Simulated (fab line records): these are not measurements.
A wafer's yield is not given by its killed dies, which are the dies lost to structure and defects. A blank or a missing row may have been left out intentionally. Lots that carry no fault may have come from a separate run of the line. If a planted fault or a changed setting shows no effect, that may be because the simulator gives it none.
A lot that was struck, set against a sound lot	flow sfqLine	14 out of 325 route steps
Sound: wafers L555.1, L555.2, L555.3. Struck: wafers L566.1, L566.3, L566.4. The cause comes at the end.
For every step that has rows: the tool of each side, followed by ch and its chambers, followed by its first start. Under that, the readings that differ: sound wafers	struck wafers	difference of the means	sigmas: that difference in standard deviations of wafers without a fault.
alike: words and numbers the same on both sides, and readings whose means are apart by under 2 such deviations; not compared: readings that were withheld, readings missing a value for some wafer, numbers with overlapping values and no deviation given by the record, and bounds like >300 which may hide the same value.
Wherever a step has rows on one side only, a row that says differs or no value, or a row with sigmas, the two part there. Numbers that don't overlap but have no deviation are shown without sigmas and don't part them. Lack of a reading on every wafer of one side parts them only where that side has two or more wafers.

SFQ_TRILAYER_M7_ETCH_METAL_ETCH_180: etches Nb in Cl2/Ar, stops on SiO2, target depth 240 nm, time 120 s.
  sound on rieMetal-03 ch 0,1, day 67 01:31; struck on rieMetal-04 ch 0,1, day 74 19:14
  alike: drypumpMotorCurrentA, oesProductAu
  not compared: rfHoursCounterH
SFQ_TRILAYER_M7_STRIP_STRIP_181: strips in O2.
  sound on rieMetal-03 ch 0,1, day 67 01:38; struck on rieMetal-04 ch 0,1, day 74 19:22
  alike: drypumpMotorCurrentA, oesProductAu
  not compared: rfHoursCounterH
then, 1 step without rows for these wafers: SFQ_TRILAYER_M7_STRIP_SOLV_CLEAN_182 (cleans in NMP, time 600 s).
SFQ_TRILAYER_I7_DEP_PECVD_183: deposits SiO2 from SiH4/N2O, time 111.11 s, target thk 500 nm.
  sound on pecvd-01 ch 1,2, day 67 02:25; struck on pecvd-04 ch 0,2, day 74 20:08
reading	sound	struck	difference	sigmas
throttleValvePct (%)	27.1 25.1 27.2	23.6 23.6 23.4	-2.9	-2
  alike: heaterPowerW
SFQ_TRILAYER_I7_CMP_CMP_184: polishes SiO2.
  sound on cmp-02 ch 0,1,3, day 67 02:32; struck on cmp-02 ch 1,2,3, day 74 21:16
  alike: motorCurrentA, timeToEndpointS
SFQ_I7_BOW_MEAS_946:
  struck on filmMetro-02, day 75 00:16; sound on filmMetro-04, day 67 05:32
  alike: I7_BOW
SFQ_TRILAYER_I7_METRO_MEASURE_185:
  struck on filmMetro-02, day 75 00:23; sound on filmMetro-04, day 67 05:40
  alike: thkNm
then, 5 steps without rows for these wafers: SFQ_TRILAYER_I7_VIA_LITHO_COAT_192 (resist thk 62 nm); SFQ_TRILAYER_I7_VIA_LITHO_COAT_187 (resist thk 650 nm); SFQ_TRILAYER_I7_VIA_LITHO_SOFTBAKE_191; SFQ_TRILAYER_I7_VIA_LITHO_EXPOSE_188 (exposes mask I7, target cd 1000 nm); SFQ_TRILAYER_I7_VIA_LITHO_PEB_190 (peb time 60 s).
-- the record jumps here: 3 days lie between the struck wafers' starts before and after --
SFQ_TRILAYER_I7_VIA_LITHO_DEVELOP_189: time 60 s.
  sound on lithoTrack-03 ch 0, day 67 08:58; struck on lithoTrack-01, day 77 22:45
  no value came back on the struck wafers for chillPlateTempC (C), exhaustPa (Pa), timeS (s); on the sound wafers chillPlateTempC (C) reads 22.79 23.00 22.87
reading	sound	struck	difference	sigmas
model.KrF_of_TRILAYER_I7_VIA_LITHO_COAT_187.thkNm (nm)	623.6 622.7 625.2	652.7 652.2 651.1	+28.2	
SFQ_I7_OVL_MEAS_947:
  struck on overlay-02, day 77 22:54; sound on overlay-02, day 67 09:07
reading	sound	struck	difference	sigmas
I7_OVL (nm)	9 -3 5	- - -	no value on the struck wafers	

== WHERE THEY PART ==
Earliest at SFQ_TRILAYER_I7_DEP_PECVD_183; latest, in this record, at SFQ_I7_OVL_MEAS_947.

WHY: what the simulator had put in
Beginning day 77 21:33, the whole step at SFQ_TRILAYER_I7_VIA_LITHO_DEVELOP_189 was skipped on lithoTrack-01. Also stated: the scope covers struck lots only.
